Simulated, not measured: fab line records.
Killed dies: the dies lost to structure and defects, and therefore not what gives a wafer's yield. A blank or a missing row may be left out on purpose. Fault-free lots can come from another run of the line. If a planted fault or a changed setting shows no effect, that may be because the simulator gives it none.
What tool caused it? :: flow gf180mcu :: Sampling: 14 lots, 42 wafers, 5 of 602 route steps

== WHAT EACH GAUGE READ, for each wafer ==
GF_NSD_OVL_MEAS_08. Usual: NSD_OVL gives 0.2 nm (standard deviation 1.5).
lot: L295
measured: day 13 12:37
on: overlay-02
NSD_OVL (nm): 2.0 1.9 1.3
flag: 

lot: L297
measured: day 14 03:05
on: overlay-02
NSD_OVL (nm): -0.5 -0.5 -0.1
flag: 

lot: L299
measured: day 14 17:55
on: overlay-02
NSD_OVL (nm): 1.7 2.4 2.9
flag: 

lot: L300
measured: day 14 21:51
on: overlay-02
NSD_OVL (nm): -1.6 -1.1 0.0
flag: 

lot: L302
measured: day 15 18:46
on: overlay-01
NSD_OVL (nm): -1.1 -2.0 -1.2
flag: 

lot: L303
measured: day 16 04:04
on: overlay-02
NSD_OVL (nm): -0.3 -0.1 0.9
flag: 

lot: L305
measured: day 17 01:20
on: overlay-01
NSD_OVL (nm): -0.6 0.3 0.5
flag: 

lot: L309
measured: day 18 12:08
on: overlay-01
NSD_OVL (nm): -1.8 0.0 -0.6
flag: 

lot: L310
measured: day 18 22:13
on: overlay-02
NSD_OVL (nm): 1.4 1.0 1.1
flag: 

lot: L311
measured: day 19 01:58
on: overlay-02
NSD_OVL (nm): 0.6 0.9 1.0
flag: 

lot: L312
measured: day 19 06:49
on: overlay-01
NSD_OVL (nm): -0.2 -1.0 -0.7
flag: 

lot: L314
measured: day 19 20:15
on: overlay-01
NSD_OVL (nm): -1.3 -1.0 0.4
flag: 

lot: L315
measured: day 20 04:52
on: overlay-02
NSD_OVL (nm): 2.3 0.6 1.0
flag: 

lot: L318
measured: day 21 08:40
on: overlay-01
NSD_OVL (nm): -4.4 -4.9 -1.9
flag: 

GF_PSD_RS_MEAS_15: uses a four-point probe to measure. Usual: PSD_RS gives 108.74 ohm/sq (standard deviation 0.3).
lot: L295
measured: day 14 10:35
on: film_metro-04
PSD_RS (ohm/sq): 108.79 108.65 109.12
flag: 

lot: L297
measured: day 15 00:41
on: film_metro-04
PSD_RS (ohm/sq): 108.22 108.47 108.62
flag: 

lot: L299
measured: day 15 16:11
on: film_metro-03
PSD_RS (ohm/sq): 108.79 109.19 108.69
flag: 

lot: L300
measured: day 15 19:43
on: film_metro-02
PSD_RS (ohm/sq): 110.22 110.91 110.64
flag: OFF

lot: L302
measured: day 16 17:11
on: film_metro-03
PSD_RS (ohm/sq): 108.76 108.64 108.70
flag: 

lot: L303
measured: day 17 03:08
on: film_metro-03
PSD_RS (ohm/sq): 110.86 110.52 110.75
flag: OFF

lot: L305
measured: day 18 01:49
on: film_metro-04
PSD_RS (ohm/sq): 108.19 108.53 108.87
flag: 

lot: L309
measured: day 19 13:08
on: film_metro-03
PSD_RS (ohm/sq): 108.80 108.70 109.01
flag: 

lot: L310
measured: day 19 22:58
on: film_metro-04
PSD_RS (ohm/sq): 109.00 109.27 109.15
flag: 

lot: L311
measured: day 20 03:26
on: film_metro-02
PSD_RS (ohm/sq): 109.00 108.94 109.48
flag: 

lot: L312
measured: day 20 07:46
on: film_metro-02
PSD_RS (ohm/sq): 108.89 108.70 108.59
flag: 

lot: L314
measured: day 20 22:01
on: film_metro-02
PSD_RS (ohm/sq): 108.92 108.85 108.80
flag: 

lot: L315
measured: day 21 05:50
on: film_metro-04
PSD_RS (ohm/sq): 108.26 108.51 108.90
flag: 

lot: L318
measured: day 22 08:47
on: film_metro-02
PSD_RS (ohm/sq): 109.19 108.61 108.52
flag: 

GF_SAB_OVL_MEAS_10. Usual: SAB_OVL gives -0.2 nm (standard deviation 1.5).
lot: L295
measured: day 15 07:37
on: overlay-02
SAB_OVL (nm): 1.6 0.0 1.7
flag: 

lot: L297
measured: day 15 22:59
on: overlay-02
SAB_OVL (nm): 0.2 -0.4 0.5
flag: 

lot: L299
measured: day 16 13:22
on: overlay-01
SAB_OVL (nm): -0.7 -0.6 -0.3
flag: 

lot: L300
measured: day 16 17:28
on: overlay-02
SAB_OVL (nm): 1.7 3.4 2.5
flag: 

lot: L302
measured: day 17 15:53
on: overlay-01
SAB_OVL (nm): 1.7 -0.1 0.7
flag: 

lot: L303
measured: day 18 02:04
on: overlay-02
SAB_OVL (nm): 1.4 0.0 -0.1
flag: 

lot: L305
measured: day 19 01:29
on: overlay-01
SAB_OVL (nm): 0.0 0.3 -1.2
flag: 

lot: L309
measured: day 20 13:44
on: overlay-02
SAB_OVL (nm): -0.7 0.3 -0.7
flag: 

lot: L310
measured: day 20 23:09
on: overlay-01
SAB_OVL (nm): 1.9 1.8 2.0
flag: 

lot: L311
measured: day 21 04:35
on: overlay-01
SAB_OVL (nm): -2.2 -0.9 -4.1
flag: 

lot: L312
measured: day 21 08:10
on: overlay-01
SAB_OVL (nm): -2.1 0.6 -0.2
flag: 

lot: L314
measured: day 21 21:55
on: overlay-01
SAB_OVL (nm): -0.1 0.8 0.3
flag: 

lot: L315
measured: day 22 05:22
on: overlay-01
SAB_OVL (nm): 0.3 0.1 -1.3
flag: 

lot: L318
measured: day 23 07:46
on: overlay-01
SAB_OVL (nm): 1.1 0.3 -0.6
flag: 

GF_SALICIDE_RS_MEAS_04: uses a four-point probe to measure. Usual: SALICIDE_TIN_RS gives 16.26 ohm/sq (standard deviation 0.27).
lot: L295
measured: day 15 08:12
on: film_metro-04
SALICIDE_TIN_RS (ohm/sq): 16.48 16.13 16.39
flag: 

lot: L297
measured: day 15 23:25
on: film_metro-01
SALICIDE_TIN_RS (ohm/sq): 16.11 16.43 15.98
flag: 

lot: L299
measured: day 16 13:49
on: film_metro-02
SALICIDE_TIN_RS (ohm/sq): 16.12 16.43 16.09
flag: 

lot: L300
measured: day 16 17:55
on: film_metro-04
SALICIDE_TIN_RS (ohm/sq): 15.94 15.64 15.67
flag: 

lot: L302
measured: day 17 16:19
on: film_metro-02
SALICIDE_TIN_RS (ohm/sq): 16.60 16.66 16.61
flag: 

lot: L303
measured: day 18 02:38
on: film_metro-04
SALICIDE_TIN_RS (ohm/sq): 16.55 16.25 16.58
flag: 

lot: L305
measured: day 19 02:01
on: film_metro-04
SALICIDE_TIN_RS (ohm/sq): 16.04 16.44 16.27
flag: 

lot: L309
measured: day 20 14:11
on: film_metro-02
SALICIDE_TIN_RS (ohm/sq): 16.12 16.55 16.59
flag: 

lot: L310
measured: day 20 23:37
on: film_metro-04
SALICIDE_TIN_RS (ohm/sq): 16.23 16.51 16.48
flag: 

lot: L311
measured: day 21 05:07
on: film_metro-01
SALICIDE_TIN_RS (ohm/sq): 16.43 16.12 16.15
flag: 

lot: L312
measured: day 21 08:38
on: film_metro-01
SALICIDE_TIN_RS (ohm/sq): 16.61 16.25 16.25
flag: 

lot: L314
measured: day 21 22:21
on: film_metro-01
SALICIDE_TIN_RS (ohm/sq): 16.27 16.16 16.09
flag: 

lot: L315
measured: day 22 05:49
on: film_metro-02
SALICIDE_TIN_RS (ohm/sq): 16.21 16.80 16.62
flag: 

lot: L318
measured: day 23 08:14
on: film_metro-01
SALICIDE_TIN_RS (ohm/sq): 16.55 16.53 16.56
flag: 

== WHICH TOOL RAN EACH LOT (tool, then ch and the chambers of the sampled wafers, then the start) ==
lot: L295
GF_PSD_IMPLANT_09: implanter-04 ch 0, day 14 10:02

lot: L297
GF_PSD_IMPLANT_09: implanter-02 ch 0, day 15 00:07

lot: L299
GF_PSD_IMPLANT_09: implanter-01 ch 0, day 15 15:38

lot: L300
GF_PSD_IMPLANT_09: implanter-01 ch 0, day 15 19:10

lot: L302
GF_PSD_IMPLANT_09: implanter-04 ch 0, day 16 16:38

lot: L303
GF_PSD_IMPLANT_09: implanter-01 ch 0, day 17 02:34

lot: L305
GF_PSD_IMPLANT_09: implanter-02 ch 0, day 18 01:13

lot: L309
GF_PSD_IMPLANT_09: implanter-01 ch 0, day 19 12:34

lot: L310
GF_PSD_IMPLANT_09: implanter-01 ch 0, day 19 22:25

lot: L311
GF_PSD_IMPLANT_09: implanter-04 ch 0, day 20 02:53

lot: L312
GF_PSD_IMPLANT_09: implanter-04 ch 0, day 20 07:13

lot: L314
GF_PSD_IMPLANT_09: implanter-04 ch 0, day 20 21:26

lot: L315
GF_PSD_IMPLANT_09: implanter-04 ch 0, day 21 05:14

lot: L318
GF_PSD_IMPLANT_09: implanter-01 ch 0, day 22 08:14
- GF_PSD_IMPLANT_09

== AS READ BY THE TOOLS THEMSELVES (means over the sampled wafers that have a number; for cases with no such wafer, the mark the record gives instead) ==
GF_PSD_IMPLANT_09. Usual: tilt_deg 7.000 degrees, standard deviation 0.017.
lot: L295
tool: implanter-04
tilt_deg (degrees): 7.016
flag: 

lot: L297
tool: implanter-02
tilt_deg (degrees): 6.994
flag: 

lot: L299
tool: implanter-01
tilt_deg (degrees): 7.009
flag: 

lot: L300
tool: implanter-01
tilt_deg (degrees): 4.839
flag: OFF

lot: L302
tool: implanter-04
tilt_deg (degrees): 6.997
flag: 

lot: L303
tool: implanter-01
tilt_deg (degrees): 4.826
flag: OFF

lot: L305
tool: implanter-02
tilt_deg (degrees): 6.996
flag: 

lot: L309
tool: implanter-01
tilt_deg (degrees): 6.978
flag: 

lot: L310
tool: implanter-01
tilt_deg (degrees): 6.998
flag: 

lot: L311
tool: implanter-04
tilt_deg (degrees): 6.999
flag: 

lot: L312
tool: implanter-04
tilt_deg (degrees): 6.998
flag: 

lot: L314
tool: implanter-04
tilt_deg (degrees): 6.997
flag: 

lot: L315
tool: implanter-04
tilt_deg (degrees): 7.010
flag: 

lot: L318
tool: implanter-01
tilt_deg (degrees): 7.026
flag: 

== THE ANSWER, worked out from the rows above alone ==
Rule: a lot is off if the mean of its wafers that have a number lies more than 3 standard deviations from the usual mean. A lot without any number at a reading at which 4 lots or more have one is off too. Any other lot the step has rows for is counted as sound. Order of review: gauges by route order, followed by the tools' own readings, for which a lot's mean as printed above is used. The first step at which some lot is off is used, and at that step the reading that is off furthest; a lot without a number counts as furthest.
Off: L300, L303, at GF_PSD_RS_MEAS_15 (PSD_RS).
If a tool, at a process step before that reading, ran all the lots that are off and no sound lot after the first of them, it fits. Not tried: the gauges at GF_PSD_RS_MEAS_15; whatever is off there is also off at GF_PSD_IMPLANT_09, on other tools, and gauge error can't account for it. No candidate that was tried fits.

== WHAT HAD BEEN PUT IN BY THE SIMULATOR ==
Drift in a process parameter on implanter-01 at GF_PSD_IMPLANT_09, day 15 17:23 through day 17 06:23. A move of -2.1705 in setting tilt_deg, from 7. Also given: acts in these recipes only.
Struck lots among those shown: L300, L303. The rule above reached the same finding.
